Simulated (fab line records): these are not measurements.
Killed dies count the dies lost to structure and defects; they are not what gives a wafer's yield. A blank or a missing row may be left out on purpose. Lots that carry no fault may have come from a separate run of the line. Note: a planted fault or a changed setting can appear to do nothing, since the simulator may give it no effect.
2 desks looking at one fault :: flow gf180mcu :: each desk has only its own numbers; what lay behind them comes last

DESK OF THE TOOL OWNER: pvd sputter-03
The tool's own readings at GF_M4_SPUTTER_04 (material TiN, target thk 50 nm, time 41.7 s): means of the sampled wafers that have a number, for each lot that ran on this tool. Marked OUT: a lot whose mean sits more than 4 standard deviations from the usual mean, which makes it out of limits; the brackets give that distance.
Columns: A = chamber pressure pa at GF_M4_SPUTTER_04, usual 0.4001 Pa; B = throttle valve pct at GF_M4_SPUTTER_04, usual 29.9 %
lot: L488
first seen here: day 22 07:29
A: 0.4003
B: 29.6

lot: L495
first seen here: day 25 10:07
A: 0.4003
B: 29.7

lot: L497
first seen here: day 25 19:20
A: 0.4002
B: 30.4

lot: L508
first seen here: day 29 00:32
A: 0.6893 (+99 or more) OUT
B: 23.1 (-8.1) OUT

lot: L511
first seen here: day 29 16:32
A: 0.6897 (+99 or more) OUT
B: 22.2 (-9.2) OUT
This desk's finding: out of limits on L508, L511; first on L508, day 29 00:32 (chamber pressure pa at GF_M4_SPUTTER_04). Within limits: L488, L495, L497.

METROLOGY DESK
Means of the sampled wafers that have a number, per lot and without regard to the tool the lot ran on: this is what the gauges read. Marked OUT: a lot whose mean sits more than 4 standard deviations from the usual mean, which makes it out of limits; the brackets give that distance.
Columns: A = V3_BOW at GF_V3_BOW_MEAS_05, usual 116 um
lot: L488
first seen here: day 21 06:10
A: 124

lot: L489
first seen here: day 21 19:08
A: 117

lot: L491
first seen here: day 22 12:41
A: 108

lot: L492
first seen here: day 23 08:57
A: 110

lot: L495
first seen here: day 24 11:29
A: 116

lot: L496
first seen here: day 24 12:50
A: 115

lot: L497
first seen here: day 24 20:19
A: 116

lot: L498
first seen here: day 25 02:29
A: 117

lot: L501
first seen here: day 26 01:40
A: 123

lot: L502
first seen here: day 26 14:18
A: 107

lot: L508
first seen here: day 28 02:45
A: 119

lot: L509
first seen here: day 28 09:44
A: 113

lot: L511
first seen here: day 28 19:38
A: 110
Result from this desk: across the 13 lots, nothing is out of limits.

BROUGHT TOGETHER
The tool owner's desk could have raised an alarm at day 29 00:32, on L508, L511.
The metrology desk saw nothing out of limits.
The metrology desk has L508, L511 on record, within its limits.
The lots listed all ran GF_M4_SPUTTER_04 on pvd sputter-03.

WHAT THE SIMULATOR PUT IN
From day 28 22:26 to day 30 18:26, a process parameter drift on pvd sputter-03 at GF_M4_SPUTTER_04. The setting chamber pressure pa was moved by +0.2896, starting from 0.4. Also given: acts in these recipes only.
Lots struck among those shown: L508, L511.
Delay in hours, fault start to first out-of-limits reading, by desk: the tool owner's desk at 2.
